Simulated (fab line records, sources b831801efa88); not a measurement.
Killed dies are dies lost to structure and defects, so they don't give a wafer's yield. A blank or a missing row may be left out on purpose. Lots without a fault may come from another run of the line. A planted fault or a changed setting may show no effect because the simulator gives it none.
A struck lot beside a sound one | flow sky130 | 17 steps out of a route of 708
Sound: wafers L914.1, L914.2, L914.3. Struck: wafers L908.2, L908.4. (L908.1 of the same lot was not struck and is left out.) The cause comes at the end.
At each step with rows: each side's tool, then ch and its chambers, then its first start. Under that, the readings that differ: sound wafers | struck wafers | difference of the means | sigmas: that difference in standard deviations of wafers without a fault.
alike: readings whose means differ by less than 2 such deviations, and words and numbers that are the same on both sides. not compared: withheld readings, readings that some wafer has no value for, bounds like >300 that may hide the same value, and numbers for which the record gives no deviation and whose values overlap.
The two part at a step that has a row with sigmas, a row that says differs or no value, or rows on one side only. Numbers that don't overlap but have no deviation are shown without sigmas and don't part them. A reading that every wafer of one side lacks parts them only if that side has two wafers or more.

first, 3 steps without rows for these wafers: SKY_VIA2_EXPOSE_09 (exposes mask VIM2, target cd 200 nm); SKY_VIA2_PEB_10; SKY_VIA2_DEVELOP_11 (develop time 60 s).
SKY_VIA2_CD_MEAS_12: target cd 200 nm.
  sound on cd_sem-01, day 41 16:01; struck on cd_sem-01, day 39 21:25
  alike: cd_nm
SKY_VIA2_OVL_MEAS_13:
  sound on overlay-01, day 41 16:08; struck on overlay-02, day 39 21:32
  alike: VIA2_OVL
SKY_VIA2_ETCH_14: etches BARC in N2/H2, stops on SiO2, time 45.9 s, target depth 60 nm.
  sound on rie_diel-01 ch 0,1,2, day 41 16:11; struck on rie_diel-01 ch 2,3, day 39 21:35
  reading               | sound             | struck      | difference | sigmas
  oes_product_au (a.u.) | 0.848 0.861 0.862 | 0.846 0.847 | -0.010     | -2
  alike: drypump_motor_current_A, throttle_valve_pct
  not compared: rf_hours_counter_h
SKY_VIA2_ETCH_15: etches SiO2 in C4F8/O2/Ar, stops on TiN, target depth 546 nm, time 84 s.
  sound on rie_diel-01 ch 0,1,2, day 41 16:13; struck on rie_diel-01 ch 2,3, day 39 21:37
  alike: oes_product_au
  not compared: rf_hours_counter_h
SKY_VIA2_STRIP_16: strips in O2/N2.
  sound on plasma_asher-01 ch 0,1, day 41 16:17; struck on plasma_asher-04 ch 0,1, day 39 21:41
  alike: drypump_motor_current_A, oes_product_au, strip_time_to_endpoint_s
  not compared: rf_hours_counter_h
then, 3 steps without rows for these wafers: SKY_VIA2_STRIP_17 (strips in post etch residue remover, time 1200 s); SKY_VIA2_CLEAN_18 (cleans in IPA, time 180 s); SKY_VIA2_CLEAN_19 (cleans in O3/DIW).
SKY_VIA2_SPUTTER_20: material TiN, target thk 20 nm, time 80 s.
  sound on pvd_sputter-04, day 41 16:52; struck on pvd_sputter-03, day 39 22:17
  alike: throttle_valve_pct
SKY_VIA2_CVD_21: deposits W, target thk 420 nm, time 126.4 s.
  sound on cvd_w-01 ch 0,1, day 41 16:56; struck on cvd_w-02 ch 1, day 39 22:20
  reading                  | sound       | struck  | difference | sigmas
  heater_power_outer_w (W) | 522 559 522 | 463 470 | -68        | -2
  alike: heater_power_w
SKY_VIA2_RS_MEAS_22: measures by four-point-probe.
  sound on film_metro-02, day 41 17:04; struck on film_metro-02, day 39 22:28
  reading            | sound                | struck        | difference | sigmas
  VIA2_W_RS (ohm/sq) | 0.2721 0.2780 0.2737 | 0.4166 0.4089 | +0.1381    | +48
SKY_VIA2_THK_MEAS_23: measures by xrf.
  sound on film_metro-02, day 41 17:11; struck on film_metro-02, day 39 22:35
  reading         | sound       | struck  | difference | sigmas
  VIA2_W_THK (nm) | 400 393 401 | 306 305 | -92        | -9
SKY_VIA2_CMP_24: polishes, stops on SiO2, t overpolish 20 s, target thk 0 nm.
  sound on cmp-01 ch 1,2,3, day 41 17:15; struck on cmp-01 ch 1,2, day 39 22:39
  alike: motor_current_A, overpolish_run_s, time_to_endpoint_s
-- the record jumps here: 9 days lie between the struck wafers' starts before and after (it left off in module VIA2 and takes up again in module PAD_OPEN, whose first step shown is number 708 of the route) --
SKY_PAD_OPEN_PROBE_99:
  sound on prober-02, day 50 02:24; struck on prober-02, day 48 19:46
  alike: defect_limited_yield, killed_at_M0_to_M3, killed_at_M4_up, killed_at_contacts, killed_at_front_end, killed_at_other, killed_dies, killed_open, killed_short, sort_bin_3_pad_short, sort_bin_5_function, sort_bin_6_memory, sort_n_pass, sort_yield_pct

WHERE THEY PART
First at SKY_VIA2_ETCH_14; last, within this record, at SKY_VIA2_THK_MEAS_23. Later steps at which nothing parts them and some readings are alike: SKY_VIA2_CMP_24, SKY_PAD_OPEN_PROBE_99.

WHY: what the simulator had put in
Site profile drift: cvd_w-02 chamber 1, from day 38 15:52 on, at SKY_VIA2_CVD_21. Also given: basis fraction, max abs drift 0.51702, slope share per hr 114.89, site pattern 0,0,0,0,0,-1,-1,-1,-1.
